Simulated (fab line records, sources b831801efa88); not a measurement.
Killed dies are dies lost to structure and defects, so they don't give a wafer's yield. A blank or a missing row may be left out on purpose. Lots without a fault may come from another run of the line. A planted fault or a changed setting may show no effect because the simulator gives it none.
Which tool did it? | flow sky130 | 6 lots, 18 wafers sampled, at 3 steps of a route of 708

WHAT THE GAUGES READ, wafer by wafer
SKY_CAPM_OVL_MEAS_12.
lot  | measured     | on         | CAPM_OVL (nm)
L712 | day 37 11:20 | overlay-02 | -0.2 -1.2 -1.4
L719 | day 39 15:44 | overlay-02 | -1.7 -1.4 0.2
L723 | day 40 23:32 | overlay-01 | -0.3 1.2 -0.3
L728 | day 42 09:52 | overlay-02 | -0.3 0.3 -0.4
L731 | day 43 05:17 | overlay-02 | 2.0 0.9 1.2
L732 | day 43 19:01 | overlay-01 | -1.7 -1.2 -1.0

WHICH TOOL RAN EACH LOT (tool, then ch and the chambers of the sampled wafers, then the start)
lot  | SKY_NWELL_EXPOSE_07                | SKY_METAL2_SPUTTER_01
L712 | iline_stepper-01 ch 0, day 4 12:47 | pvd_sputter-04, day 34 00:37
L719 | iline_stepper-01 ch 0, day 6 02:20 | pvd_sputter-04, day 36 09:43
L723 | iline_stepper-01 ch 0, day 7 03:17 | pvd_sputter-01, day 37 18:12
L728 | iline_stepper-01 ch 0, day 8 07:56 | pvd_sputter-02, day 39 05:34
L731 | iline_stepper-01 ch 0, day 8 21:26 | pvd_sputter-01, day 40 02:42
L732 | iline_stepper-01 ch 0, day 9 11:11 | pvd_sputter-04, day 40 16:27
- SKY_NWELL_EXPOSE_07: exposes mask NWM, target cd 840 nm.
- SKY_METAL2_SPUTTER_01: material TiN, target thk 20 nm, time 16.7 s.

THE ANSWER, worked out from the rows above alone
Rule: what is usual is taken from the lots themselves. Put in order of their means at a reading, lots are off if they are a third of the lots or fewer, leave a main group of 4 or more, and stand apart from it by a gap of 3 or more times the standard deviation of the main group's means; of several such gaps the widest counts. A main group whose means are all the same, to the digits that the tables above print for the reading, isn't used. A lot without any number at a reading at which 4 lots or more have one is off too. The other lots that the step has rows for count as sound.
No lot is off at any reading shown: from this, nothing can be told.

WHAT THE SIMULATOR HAD PUT IN
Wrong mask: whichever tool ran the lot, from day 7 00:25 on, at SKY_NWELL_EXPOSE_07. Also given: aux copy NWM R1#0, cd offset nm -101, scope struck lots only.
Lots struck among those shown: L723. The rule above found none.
